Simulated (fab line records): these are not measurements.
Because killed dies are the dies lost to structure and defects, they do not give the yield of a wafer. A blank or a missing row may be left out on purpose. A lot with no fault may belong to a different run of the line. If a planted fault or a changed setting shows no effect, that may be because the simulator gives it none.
The tool behind it: which one? + flow sky130 + 13 lots with 39 wafers sampled at 3 steps, on a route of 708 steps

== WHAT THE GAUGES SHOWED, per wafer ==
SKY_CONTACT_OVL_MEAS_15. Usual: for CONTACT_OVL the level is -4 nm and the standard deviation is 5.9.
| lot  | measured     | on         | CONTACT_OVL (nm) | flag |
|------|--------------|------------|------------------|------|
| L392 | day 31 12:45 | overlay-02 | -7 -9 -2         |      |
| L393 | day 32 02:02 | overlay-01 | -1 -4 1          |      |
| L395 | day 32 09:18 | overlay-02 | -5 -9 -9         |      |
| L397 | day 33 08:46 | overlay-02 | -7 -10 -6        |      |
| L398 | day 33 17:35 | overlay-02 | -6 -7 -6         |      |
| L399 | day 34 05:25 | overlay-02 | -3 -2 0          |      |
| L401 | day 34 13:19 | overlay-02 | -18 -18 -12      |      |
| L412 | day 38 00:51 | overlay-01 | -2 8 -1          |      |
| L413 | day 38 07:01 | overlay-01 | 0 -6 -7          |      |
| L414 | day 38 12:57 | overlay-02 | 3 1 -4           |      |
| L415 | day 39 09:52 | overlay-02 | -4 1 7           |      |

SKY_VIA2_CD_MEAS_12 targets a cd of 200 nm. Usual: cdNm at 199.1 nm, with a standard deviation of 1.4.
| lot  | measured     | on       | cdNm (nm)         | flag |
|------|--------------|----------|-------------------|------|
| L392 | day 36 04:59 | cdSem-02 | 197.7 198.2 196.9 |      |
| L393 | day 36 18:41 | cdSem-02 | 198.8 199.5 198.8 |      |
| L395 | day 36 23:33 | cdSem-02 | 198.1 199.3 199.2 |      |
| L397 | day 37 22:41 | cdSem-02 | 197.1 197.4 196.8 |      |
| L398 | day 38 05:58 | cdSem-01 | 198.9 199.6 201.4 |      |
| L399 | day 38 17:59 | cdSem-01 | 198.6 199.2 200.8 |      |
| L401 | day 39 02:44 | cdSem-02 | 202.2 202.8 201.5 |      |
| L412 | day 42 09:41 | cdSem-02 | 199.3 200.0 200.1 |      |
| L413 | day 42 14:38 | cdSem-02 | 199.5 198.5 200.0 |      |
| L414 | day 42 23:29 | cdSem-02 | 199.0 200.3 200.0 |      |
| L415 | day 43 14:35 | cdSem-01 | 198.3 198.6 199.3 |      |

== WHICH TOOL RAN EACH LOT (tool, then ch and the chambers of the sampled wafers, then the start) ==
| lot  | SKY_LI_CONTACT_CMP_24         |
|------|-------------------------------|
| L392 | cmp-02 ch 0,2, day 29 03:06   |
| L393 | cmp-01 ch 0,1,2, day 29 16:15 |
| L395 | cmp-02 ch 0,1,3, day 30 00:15 |
| L397 | cmp-02 ch 1,2,3, day 31 01:02 |
| L398 | cmp-01 ch 0,2,3, day 31 09:24 |
| L399 | cmp-01 ch 0,3, day 31 21:41   |
| L401 | cmp-01 ch 0,2,3, day 32 05:35 |
| L407 | cmp-01 ch 0,2,3, day 34 04:34 |
| L408 | cmp-02 ch 0,2,3, day 34 19:39 |
| L412 | cmp-02 ch 0,1,2, day 35 18:41 |
| L413 | cmp-01 ch 0,1,3, day 36 02:16 |
| L414 | cmp-01 ch 0,1, day 36 07:16   |
| L415 | cmp-01 ch 0,1,2, day 37 05:49 |
- SKY_LI_CONTACT_CMP_24: polishes, stops on PSG, t overpolish 20 s, target thk 0 nm.

== AS READ BY THE TOOLS THEMSELVES (means over the sampled wafers that have a number; for cases with no such wafer, the mark the record gives instead) ==
SKY_LI_CONTACT_CMP_24. Usual: edgeZonePressureFrac 1.000, standard deviation 0.0057; headPressurePsi 3.501 psi, standard deviation 0.0071; motorCurrentA 10.4 A, standard deviation 1.4; overpolishRunS 19.999 s, standard deviation 0.0088; timeToEndpointS 105 s, standard deviation 3.8.
| lot  | tool   | edgeZonePressureFrac | headPressurePsi (psi) | motorCurrentA (A) | overpolishRunS (s) | timeToEndpointS (s) | flag |
|------|--------|----------------------|-----------------------|-------------------|--------------------|---------------------|------|
| L392 | cmp-02 | 0.996                | 3.506                 | 10.7              | 19.996             | 107                 |      |
| L393 | cmp-01 | 0.999                | 3.500                 | 10.3              | 19.997             | 106                 |      |
| L395 | cmp-02 | 1.001                | 3.502                 | 11.7              | 20.000             | 104                 |      |
| L397 | cmp-02 | 0.997                | 3.506                 | 11.3              | 20.005             | 101                 |      |
| L398 | cmp-01 | 1.003                | 3.503                 | 10.0              | 20.005             | 107                 |      |
| L399 | cmp-01 | 0.996                | 3.497                 | 10.2              | 20.006             | 105                 |      |
| L401 | cmp-01 | 1.002                | 3.513                 | 10.1              | 20.001             | 106                 |      |
| L407 | cmp-01 | -                    | -                     | -                 | -                  | -                   | OFF  |
| L408 | cmp-02 | -                    | -                     | -                 | -                  | -                   | OFF  |
| L412 | cmp-02 | 1.009                | 3.507                 | 10.6              | 19.995             | 109                 |      |
| L413 | cmp-01 | 0.993                | 3.494                 | 10.3              | 20.002             | 104                 |      |
| L414 | cmp-01 | 0.998                | 3.498                 | 10.5              | 20.009             | 105                 |      |
| L415 | cmp-01 | 1.000                | 3.509                 | 10.2              | 20.000             | 107                 |      |

== THE ANSWER, worked out from the rows above alone ==
Rule: a lot counts as off when the mean over its wafers that have a number is more than 3 standard deviations away from the usual mean. A lot without any number at a reading at which 4 lots or more have one is off too. The other lots that the step has rows for count as sound. After the gauges, taken in route order, come the tools' own readings; for these a lot's mean is taken, as printed above. At the first step where some lot is off, the reading lying furthest off is the one used; lots without a number count as furthest.
Off: L407, L408 (SKY_LI_CONTACT_CMP_24, edgeZonePressureFrac). Without a number there: L407, L408.
If a tool, at that step or one of the process steps before it, ran each lot that is off and ran no sound lot following the first of them, it fits. No candidate that was tried fits.

== WHAT WAS PUT IN BY THE SIMULATOR ==
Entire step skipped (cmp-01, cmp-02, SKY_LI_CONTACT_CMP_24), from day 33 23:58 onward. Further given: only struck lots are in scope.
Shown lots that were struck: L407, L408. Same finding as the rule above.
